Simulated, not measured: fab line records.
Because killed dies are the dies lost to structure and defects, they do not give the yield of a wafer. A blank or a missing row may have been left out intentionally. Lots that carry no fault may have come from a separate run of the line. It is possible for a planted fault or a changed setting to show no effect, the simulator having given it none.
fab line records -- flow gf180mcu
[record] lots = 14, wafers = 42, lastDay = 34
route steps=602 shown STI@31 VT_IMPLANT@130 MVSD@136
lots that met no fault: from a run of the same line without faults
startH: hours from the record's opening day to when the first of the lot's shown wafers began -- waitH: how many hours have passed since the lot's step before this one -- " as in the row above -- L1.1+2: a single row standing in for several wafers -- - either no value or no given start -- * or withheld: withheld -- < > ~ a bound
route shown NAME@n: a module of which the file shows steps, and the number in the route of the first -- usual: average and standard deviation across the fault-free wafers -- same: alike in all rows -- chamber/n: place in a boat -- sites: the reading at each site -- _std_site: the standard deviation of these -- _edge_site: inner sites' mean taken away from outer sites' mean -- radiusMm: how far each site lies from the wafer's centre -- mask NAME#n: copy n -- behind: tool/chamber where the wafer was last shaped -- hold: the reason the lot was held/the length of the hold in hours/how it ended -- device: names the non-switching transistor (n, p or np) -- end of line: tests run on the same wafers once the route is complete -- for a step that has no rows: nothing shown but its recipe -- killed: not the wafer's yield, but the dies lost to structure and defects at the first sort -- map: a wafer's dies, marking killed ones x, the rest . and places with no die _
set.NAME: the setting the step ran with; set.NAME@STEP: the setting that earlier step ran with -- model.NAME: the simulator's own value behind a step, which no gauge read
a sample of lots followed through the steps of the route, with each step as a table and each wafer as a row
services: from which hour (startH, from the record's first day; less than 0 if before it) a tool's chamber was out of use, for how many hours, and why
[[steps]]
[step GF_STI_THK_MEAS_30]
[recipe] reads = SiO2_of_STI_OXIDATION_29
[usual] STI_OXIDATION_02_THK = 10.07/0.2
lot.wafer,tool,chamber,startH,waitH,STI_OXIDATION_02_THK[nm]
L993.2,filmMetro-03,-,29.65,0.0,10.08
L993.3,filmMetro-03,-,29.65,0.0,10.30
L993.6,filmMetro-03,-,29.65,0.0,10.05
L995.2,filmMetro-02,-,41.99,0.0,10.35
L995.5,filmMetro-02,-,41.99,0.0,10.30
L995.6,filmMetro-02,-,41.99,0.0,10.01
L996.3,filmMetro-03,-,45.15,0.0,9.98
L996.4,filmMetro-03,-,45.15,0.0,10.08
L996.5,filmMetro-03,-,45.15,0.0,9.99
L997.1,filmMetro-03,-,53.76,0.0,9.58
L997.4,filmMetro-03,-,53.76,0.0,9.78
L997.5,filmMetro-03,-,53.76,0.0,9.60
L999.1,filmMetro-02,-,61.87,0.0,9.79
L999.2,filmMetro-02,-,61.87,0.0,9.94
L999.3,filmMetro-02,-,61.87,0.0,9.97
L100.1,filmMetro-01,-,66.10,0.0,10.45
L100.2,filmMetro-01,-,66.10,0.0,10.08
L100.6,filmMetro-01,-,66.10,0.0,10.05
L101.1,filmMetro-03,-,72.74,0.0,9.85
L101.3,filmMetro-03,-,72.74,0.0,9.99
L101.5,filmMetro-03,-,72.74,0.0,9.99
L102.1,filmMetro-01,-,78.44,0.0,10.20
L102.2,filmMetro-01,-,78.44,0.0,10.35
L102.4,filmMetro-01,-,78.44,0.0,10.08
L103.1,filmMetro-03,-,83.31,0.0,10.27
L103.3,filmMetro-03,-,83.31,0.0,10.24
L103.5,filmMetro-03,-,83.31,0.0,10.23
L104.3,filmMetro-01,-,87.65,0.0,10.20
L104.4,filmMetro-01,-,87.65,0.0,10.19
L104.6,filmMetro-01,-,87.65,0.0,10.23
L110.1,filmMetro-03,-,117.11,0.0,10.18
L110.3,filmMetro-03,-,117.11,0.0,9.97
L110.5,filmMetro-03,-,117.11,0.0,10.15
L111.3,filmMetro-01,-,122.26,0.0,10.23
L111.4,filmMetro-01,-,122.26,0.0,10.21
L111.5,filmMetro-01,-,122.26,0.0,10.36
L115.3,filmMetro-01,-,143.57,0.0,10.14
L115.4,filmMetro-01,-,143.57,0.0,10.09
L115.5,filmMetro-01,-,143.57,0.0,10.12
L116.2,filmMetro-03,-,148.04,0.0,10.37
L116.3,filmMetro-03,-,148.04,0.0,10.20
L116.5,filmMetro-03,-,148.04,0.0,10.41
[step GF_VT_IMPLANT_OVL_MEAS_40]
[usual] VT_IMPLANT_03_OVL = 0.9/1.3
lot.wafer,tool,chamber,startH,waitH,VT_IMPLANT_03_OVL[nm]
L993.2,overlay-01,-,154.17,0.1,-0.3
L993.3,overlay-01,-,154.17,0.1,-0.4
L993.6,overlay-01,-,154.17,0.1,-0.2
L995.2,overlay-02,-,172.54,0.1,0.4
L995.5,overlay-02,-,172.54,0.1,1.8
L995.6,overlay-02,-,172.54,0.1,1.0
L996.3,overlay-02,-,173.15,0.1,1.7
L996.4,overlay-02,-,173.15,0.1,0.7
L996.5,overlay-02,-,173.15,0.1,2.5
L997.1,overlay-02,-,186.31,0.1,2.4
L997.4,overlay-02,-,186.31,0.1,3.1
L997.5,overlay-02,-,186.31,0.1,-0.3
L999.1,overlay-02,-,196.90,0.1,1.8
L999.2,overlay-02,-,196.90,0.1,1.3
L999.3,overlay-02,-,196.90,0.1,0.9
L100.1,overlay-02,-,203.54,0.1,0.5
L100.2,overlay-02,-,203.54,0.1,2.3
L100.6,overlay-02,-,203.54,0.1,1.1
L101.1,overlay-02,-,212.79,0.1,-0.7
L101.3,overlay-02,-,212.79,0.1,0.9
L101.5,overlay-02,-,212.79,0.1,0.8
L102.1,overlay-01,-,220.46,0.1,0.9
L102.2,overlay-01,-,220.46,0.1,1.7
L102.4,overlay-01,-,220.46,0.1,1.0
L103.1,overlay-01,-,224.24,0.1,2.6
L103.3,overlay-01,-,224.24,0.1,2.0
L103.5,overlay-01,-,224.24,0.1,1.5
L104.3,overlay-01,-,231.25,0.1,-0.7
L104.4,overlay-01,-,231.25,0.1,-0.2
L104.6,overlay-01,-,231.25,0.1,1.1
L110.1,overlay-02,-,270.19,0.1,-0.7
L110.3,overlay-02,-,270.19,0.1,0.7
L110.5,overlay-02,-,270.19,0.1,-0.7
L111.3,overlay-01,-,279.40,0.1,0.2
L111.4,overlay-01,-,279.40,0.1,-2.0
L111.5,overlay-01,-,279.40,0.1,0.5
L115.3,overlay-01,-,305.75,0.1,0.4
L115.4,overlay-01,-,305.75,0.1,0.3
L115.5,overlay-01,-,305.75,0.1,0.4
L116.2,overlay-02,-,312.39,0.1,0.3
L116.3,overlay-02,-,312.39,0.1,-3.9
L116.5,overlay-02,-,312.39,0.1,1.2
[step GF_VT_IMPLANT_IMPLANT_41]
[recipe] species = As, energyKev = 70, doseCm2 = 1.013e+12, tiltDeg = 7
[usual] beamOnS = 10.01/0.21, tiltDeg = 6.997/0.02
lot.wafer,tool,chamber,startH,waitH,beamOnS,tiltDeg
L993.2,implanter-04,0,154.22,0.0,9.72,6.990
L993.3,implanter-04,0,154.22,0.0,10.26,6.989
L993.6,implanter-04,0,154.22,0.0,10.04,6.965
L995.2,implanter-04,0,172.60,0.0,10.05,6.998
L995.5,implanter-04,0,172.60,0.0,10.01,7.017
L995.6,implanter-04,0,172.60,0.0,10.02,6.983
L996.3,implanter-04,0,173.22,0.1,10.11,6.977
L996.4,implanter-04,0,173.22,0.1,10.32,6.988
L996.5,implanter-04,0,173.22,0.1,10.01,6.986
L997.1,implanter-02,0,186.35,0.0,9.83,6.974
L997.4,implanter-02,0,186.35,0.0,10.17,6.984
L997.5,implanter-02,0,186.35,0.0,10.21,7.019
L999.1,implanter-02,0,196.93,0.0,10.06,7.018
L999.2,implanter-02,0,196.93,0.0,9.82,7.021
L999.3,implanter-02,0,196.93,0.0,9.96,6.979
L100.1,implanter-04,0,203.57,0.0,10.01,6.973
L100.2,implanter-04,0,203.57,0.0,10.17,7.004
L100.6,implanter-04,0,203.57,0.0,9.91,6.981
L101.1,implanter-01,0,212.82,0.0,9.82,6.981
L101.3,implanter-01,0,212.82,0.0,10.36,6.988
L101.5,implanter-01,0,212.82,0.0,9.81,6.982
L102.1,implanter-04,0,220.64,0.2,10.19,7.026
L102.2,implanter-04,0,220.64,0.2,9.86,7.006
L102.4,implanter-04,0,220.64,0.2,10.12,6.990
L103.1,implanter-04,0,224.28,0.0,9.80,7.006
L103.3,implanter-04,0,224.28,0.0,10.23,7.002
L103.5,implanter-04,0,224.28,0.0,10.21,6.990
L104.3,implanter-01,0,231.33,0.1,9.73,6.974
L104.4,implanter-01,0,231.33,0.1,10.10,6.996
L104.6,implanter-01,0,231.33,0.1,9.92,6.998
L110.1,implanter-02,0,270.23,0.0,9.67,6.952
L110.3,implanter-02,0,270.23,0.0,9.71,6.965
L110.5,implanter-02,0,270.23,0.0,9.83,6.990
L111.3,implanter-02,0,279.47,0.1,9.85,6.986
L111.4,implanter-02,0,279.47,0.1,9.79,7.008
L111.5,implanter-02,0,279.47,0.1,10.15,6.981
L115.3,implanter-04,0,305.82,0.1,9.89,7.008
L115.4,implanter-04,0,305.82,0.1,9.95,7.032
L115.5,implanter-04,0,305.82,0.1,9.74,7.039
L116.2,implanter-01,0,312.45,0.0,10.06,7.015
L116.3,implanter-01,0,312.45,0.0,10.00,7.020
L116.5,implanter-01,0,312.45,0.0,10.14,6.989
[step GF_VT_IMPLANT_TW_MEAS_43]
[usual] VT_IMPLANT_4_TW = 685/3.6
lot.wafer,tool,chamber,startH,waitH,VT_IMPLANT_4_TW
L993.2,filmMetro-04,-,154.46,0.1,691
L993.3,filmMetro-04,-,154.46,0.1,692
L993.6,filmMetro-04,-,154.46,0.1,692
L995.2,filmMetro-03,-,172.83,0.1,679
L995.5,filmMetro-03,-,172.83,0.1,681
L995.6,filmMetro-03,-,172.83,0.1,685
L996.3,filmMetro-03,-,173.44,0.1,680
L996.4,filmMetro-03,-,173.44,0.1,681
L996.5,filmMetro-03,-,173.44,0.1,680
L997.1,filmMetro-01,-,186.60,0.1,688
L997.4,filmMetro-01,-,186.60,0.1,688
L997.5,filmMetro-01,-,186.60,0.1,688
L999.1,filmMetro-03,-,197.18,0.1,688
L999.2,filmMetro-03,-,197.18,0.1,681
L999.3,filmMetro-03,-,197.18,0.1,678
L100.1,filmMetro-04,-,203.82,0.1,685
L100.2,filmMetro-04,-,203.82,0.1,683
L100.6,filmMetro-04,-,203.82,0.1,682
L101.1,filmMetro-04,-,213.07,0.1,681
L101.3,filmMetro-04,-,213.07,0.1,682
L101.5,filmMetro-04,-,213.07,0.1,682
L102.1,filmMetro-03,-,220.89,0.1,681
L102.2,filmMetro-03,-,220.89,0.1,682
L102.4,filmMetro-03,-,220.89,0.1,680
L103.1,filmMetro-03,-,224.53,0.1,680
L103.3,filmMetro-03,-,224.53,0.1,683
L103.5,filmMetro-03,-,224.53,0.1,680
L104.3,filmMetro-04,-,231.55,0.1,693
L104.4,filmMetro-04,-,231.55,0.1,690
L104.6,filmMetro-04,-,231.55,0.1,687
L110.1,filmMetro-03,-,270.48,0.1,670
L110.3,filmMetro-03,-,270.48,0.1,671
L110.5,filmMetro-03,-,270.48,0.1,671
L111.3,filmMetro-01,-,279.69,0.1,672
L111.4,filmMetro-01,-,279.69,0.1,675
L111.5,filmMetro-01,-,279.69,0.1,673
L115.3,filmMetro-01,-,306.04,0.1,682
L115.4,filmMetro-01,-,306.04,0.1,687
L115.5,filmMetro-01,-,306.04,0.1,684
L116.2,filmMetro-04,-,312.68,0.1,686
L116.3,filmMetro-04,-,312.68,0.1,687
L116.5,filmMetro-04,-,312.68,0.1,686
[step GF_VT_IMPLANT_RS_MEAS_46]
[recipe] thkMeasGauge = four-point-probe
[usual] MVSD_RS = 456.4/0.96
lot.wafer,tool,chamber,startH,waitH,MVSD_RS[ohm/sq]
L993.2,filmMetro-04,-,154.68,0.1,455.9
L993.3,filmMetro-04,-,154.68,0.1,456.8
L993.6,filmMetro-04,-,154.68,0.1,456.7
L995.2,filmMetro-02,-,173.10,0.1,456.3
L995.5,filmMetro-02,-,173.10,0.1,457.6
L995.6,filmMetro-02,-,173.10,0.1,457.7
L996.3,filmMetro-01,-,173.67,0.1,457.4
L996.4,filmMetro-01,-,173.67,0.1,455.9
L996.5,filmMetro-01,-,173.67,0.1,457.2
L997.1,filmMetro-01,-,186.81,0.1,455.7
L997.4,filmMetro-01,-,186.81,0.1,454.6
L997.5,filmMetro-01,-,186.81,0.1,455.6
L999.1,filmMetro-01,-,197.40,0.1,455.8
L999.2,filmMetro-01,-,197.40,0.1,456.9
L999.3,filmMetro-01,-,197.40,0.1,456.9
L100.1,filmMetro-01,-,204.03,0.1,455.3
L100.2,filmMetro-01,-,204.03,0.1,455.0
L100.6,filmMetro-01,-,204.03,0.1,456.2
L101.1,filmMetro-04,-,213.28,0.1,456.5
L101.3,filmMetro-04,-,213.28,0.1,458.7
L101.5,filmMetro-04,-,213.28,0.1,457.7
L102.1,filmMetro-02,-,221.10,0.1,456.4
L102.2,filmMetro-02,-,221.10,0.1,456.1
L102.4,filmMetro-02,-,221.10,0.1,455.4
L103.1,filmMetro-01,-,224.74,0.1,456.0
L103.3,filmMetro-01,-,224.74,0.1,454.4
L103.5,filmMetro-01,-,224.74,0.1,456.3
L104.3,filmMetro-04,-,231.83,0.1,455.3
L104.4,filmMetro-04,-,231.83,0.1,457.6
L104.6,filmMetro-04,-,231.83,0.1,455.9
L110.1,filmMetro-02,-,270.69,0.1,457.4
L110.3,filmMetro-02,-,270.69,0.1,456.7
L110.5,filmMetro-02,-,270.69,0.1,456.4
L111.3,filmMetro-01,-,279.92,0.1,455.8
L111.4,filmMetro-01,-,279.92,0.1,455.5
L111.5,filmMetro-01,-,279.92,0.1,456.0
L115.3,filmMetro-02,-,306.28,0.1,455.3
L115.4,filmMetro-02,-,306.28,0.1,456.7
L115.5,filmMetro-02,-,306.28,0.1,455.4
L116.2,filmMetro-04,-,312.91,0.1,455.1
L116.3,filmMetro-04,-,312.91,0.1,456.5
L116.5,filmMetro-04,-,312.91,0.1,456.7
[[services]]
tool,chamber,startH,hours,kind
implanter-01,-,157.77,15.3,pm
implanter-01,-,173.08,5.1,pm
implanter-04,-,190.81,4.1,pm
implanter-01,-,211.43,1.3,repair
implanter-04,-,247.50,18.9,repair
implanter-01,-,276.49,3.6,pm
implanter-01,-,307.94,2.2,repair
[[key]]
[firstSign] step = GF_VT_IMPLANT_TW_MEAS_43, reading = VT_IMPLANT_4_TW, direction = down, sigmas = 3.6, usual = 685, struck = 672
effect none on later readings
metAt GF_VT_IMPLANT_IMPLANT_41
struckLots L110,L111
testerLeftOut L110,L111
notActingAt GF_STI_THK_MEAS_30,GF_VT_IMPLANT_OVL_MEAS_40,GF_VT_IMPLANT_RS_MEAS_46
onsetBetween 196.93 270.23
[fault] kind = processParameterDrift, tool = implanter-02, chamber = -, onsetH = 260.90, steps = GF_VT_IMPLANT_IMPLANT_41, channel = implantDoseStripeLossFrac, offset = 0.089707, shape = step, endH = 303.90
// testerLeftOut: of these lots the tester's yield and bins aren't shown, on N5 and GAA mostly nor the transistor test; their killed dies are dies lost to structure and defects alone, not to doping, threshold or leakage, so they don't give the yield
